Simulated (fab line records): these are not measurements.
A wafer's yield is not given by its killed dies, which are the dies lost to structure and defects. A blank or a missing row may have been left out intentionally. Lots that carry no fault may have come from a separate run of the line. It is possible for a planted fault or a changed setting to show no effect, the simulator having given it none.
Matching of chambers    flow sfq line    cmp-02 running SFQ_TRILAYER_I0_CMP_CMP_028: 4 sister chambers
The step polishes SiO2. 4 wafers are shown with their chamber, then 9 later ones without.

WAFERS PAIRED WITH THEIR CHAMBERS
wafer   chamber  motor current A (A)
L822.3  1        8.9
L822.6  0        9.5
L828.5  3        9.6
L828.6  2        10.7

WAFERS WITHOUT THEIR CHAMBER
wafer   motor current A (A)
L829.2  10.2
L829.4  10.8
L829.3  8.8
L833.2  10.3
L833.4  9.8
L833.6  10.1
L834.3  10.4
L834.4  9.0
L834.2  9.6

CHAMBER TAKEN BY EACH
wafer   from the rows above           in truth
L829.2  can't be placed: 2 or 3 or 0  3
L829.4  2                             2
L829.3  can't be placed: 1 or 0       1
L833.2  can't be placed: 2 or 3 or 0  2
L833.4  can't be placed: 3 or 0       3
L833.6  can't be placed: 3 or 0 or 2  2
L834.3  can't be placed: 2 or 3 or 0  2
L834.4  can't be placed: 1 or 0 or 3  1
L834.2  can't be placed: 3 or 0       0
Correctly placed: 1 of 9. From these rows, 8 cannot be placed; in 8 the true chamber is one of the candidates. 0 placed wrongly.
How it was worked out, from the rows above alone: a wafer's distance from a chamber is the root of the sum, over the readings, of the square of ((its reading less the chamber's mean) divided by the reading's scatter). The wafer belongs to the nearest chamber; if the next one is less than 2 further off, it can't be placed. For every chamber, the mean is computed from those of its wafers that are shown. The scatter (one wafer shown for each chamber): square how far every hidden wafer sits from the nearest shown wafer, average those squares and take the square root.
